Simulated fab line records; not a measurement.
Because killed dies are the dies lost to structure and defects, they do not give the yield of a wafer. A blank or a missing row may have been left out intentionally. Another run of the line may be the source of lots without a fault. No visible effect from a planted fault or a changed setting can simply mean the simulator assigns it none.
Shared-tool check + flow gf180mcu + Lots sampled 13, wafers sampled 39

## REASON IT WAS OPENED
On 2 of the 13 lots, a flag is raised at GF_V4_CD_MEAS_14 on the reading cd nm. Fault-free wafers read 259.9 nm, with a standard deviation of 1.2.
Rule: flag the lot when none of its wafers has a number, or when each of its wafers that has one lies beyond 4 standard deviations from that mean. All remaining lots are regarded as sound.

| lot  | measured     | on        | cd nm (nm), wafer by wafer | flag    |
|------|--------------|-----------|----------------------------|---------|
| L543 | day 24 23:04 | cd sem-01 | 258.5 258.6 260.5          |         |
| L545 | day 25 13:27 | cd sem-02 | 262.5 261.7 261.1          |         |
| L547 | day 25 22:52 | cd sem-02 | 259.3 259.9 259.8          |         |
| L548 | day 26 09:41 | cd sem-02 | 260.8 259.8 260.4          |         |
| L549 | day 26 22:57 | cd sem-02 | 260.6 261.7 261.2          |         |
| L550 | day 27 01:30 | cd sem-02 | 262.2 261.4 261.5          |         |
| L551 | day 27 10:09 | cd sem-01 | 260.9 260.3 260.3          |         |
| L552 | day 27 21:26 | cd sem-01 | 260.9 259.6 260.5          |         |
| L555 | day 28 15:15 | cd sem-01 | 267.8 267.9 267.3          | FLAGGED |
| L557 | day 29 04:04 | cd sem-02 | 270.2 271.8 268.8          | FLAGGED |
| L563 | day 30 23:50 | cd sem-01 | 258.6 258.8 258.7          |         |
| L565 | day 31 09:46 | cd sem-01 | 259.2 258.5 258.3          |         |
| L564 | day 31 11:28 | cd sem-01 | 257.4 259.2 257.9          |         |
On average the flagged lots' numbers are 269.0 nm, which is +9.1 nm against the usual, or +8 standard deviations.

## WHICH TOOL EACH LOT WENT THROUGH
The record holds 2 process steps before the reading, out of a route of 602 steps. Each cell gives the tool, then ch followed by the chambers the sampled wafers passed through, then the start.
| lot  | flag    | GF_M4_SPUTTER_02             | GF_V4_PEB_12                      |
|------|---------|------------------------------|-----------------------------------|
| L543 |         | pvd sputter-04, day 23 00:41 | litho track-03 ch 0, day 24 22:44 |
| L545 |         | pvd sputter-02, day 23 17:19 | litho track-03 ch 0, day 25 13:06 |
| L547 |         | pvd sputter-02, day 24 02:35 | litho track-03 ch 0, day 25 22:32 |
| L548 |         | pvd sputter-01, day 24 14:08 | litho track-04 ch 0, day 26 09:20 |
| L549 |         | pvd sputter-01, day 25 02:57 | litho track-01 ch 0, day 26 22:36 |
| L550 |         | pvd sputter-04, day 25 05:28 | litho track-03 ch 0, day 27 01:09 |
| L551 |         | pvd sputter-04, day 25 14:29 | litho track-04 ch 0, day 27 09:49 |
| L552 |         | pvd sputter-02, day 26 04:23 | litho track-03 ch 0, day 27 21:07 |
| L555 | FLAGGED | pvd sputter-01, day 26 22:10 | litho track-03 ch 0, day 28 14:54 |
| L557 | FLAGGED | pvd sputter-01, day 27 12:50 | litho track-03 ch 0, day 29 03:44 |
| L563 |         | pvd sputter-02, day 29 10:35 | litho track-04 ch 0, day 30 23:29 |
| L565 |         | pvd sputter-04, day 29 20:07 | litho track-01 ch 0, day 31 09:26 |
| L564 |         | pvd sputter-04, day 29 22:05 | litho track-01 ch 0, day 31 11:08 |
What the steps here do:
- GF_M4_SPUTTER_02: material AlCu, target thk 450 nm, time 23.9 s.
- GF_V4_PEB_12: peb time 90 s.
- GF_V4_CD_MEAS_14: target cd 260 nm.

## FLAGGED AGAINST TOTAL, ONE TOOL AT A TIME (gauges that did the reading follow at the end)
| step             | tool           | lots run | flagged | share of the flagged lots | sound lots run after its first flagged lot |
|------------------|----------------|----------|---------|---------------------------|--------------------------------------------|
| GF_M4_SPUTTER_02 | pvd sputter-01 | 4        | 2       | all                       | 0                                          |
| GF_M4_SPUTTER_02 | pvd sputter-02 | 4        | 0       | none                      | -                                          |
| GF_M4_SPUTTER_02 | pvd sputter-04 | 5        | 0       | none                      | -                                          |
| GF_V4_PEB_12     | litho track-01 | 3        | 0       | none                      | -                                          |
| GF_V4_PEB_12     | litho track-03 | 7        | 2       | all                       | 0                                          |
| GF_V4_PEB_12     | litho track-04 | 3        | 0       | none                      | -                                          |
| GF_V4_CD_MEAS_14 | cd sem-01      | 7        | 1       | some                      | 3 (L563,L565,L564)                         |
| GF_V4_CD_MEAS_14 | cd sem-02      | 6        | 1       | some                      | 0                                          |

## WHAT IS ALLOWED BY THE TABLE
Rows of the table that ran all the flagged lots, 2 in number: pvd sputter-01 at GF_M4_SPUTTER_02; litho track-03 at GF_V4_PEB_12.
- pvd sputter-01 at GF_M4_SPUTTER_02: 2 of its 4 lots flagged. Its last sound lot is L549 (day 25 02:57), its first flagged lot L555 (day 26 22:10): a fault that began between those two fits.
- litho track-03 at GF_V4_PEB_12: 2 of its 7 lots flagged. Its last sound lot is L552 (day 27 21:07), its first flagged lot L555 (day 28 14:54): a fault that began between those two fits. Its own readings lie more than 4 standard deviations out on every wafer of the flagged lots: heater power total W, plate temp C.
A lot count leaves these 2 tools indistinguishable: every one of them fits a fault beginning at some hour. More lots, or a look at what each step does to the wafer, might.

## WHAT THE SIMULATOR PUT IN
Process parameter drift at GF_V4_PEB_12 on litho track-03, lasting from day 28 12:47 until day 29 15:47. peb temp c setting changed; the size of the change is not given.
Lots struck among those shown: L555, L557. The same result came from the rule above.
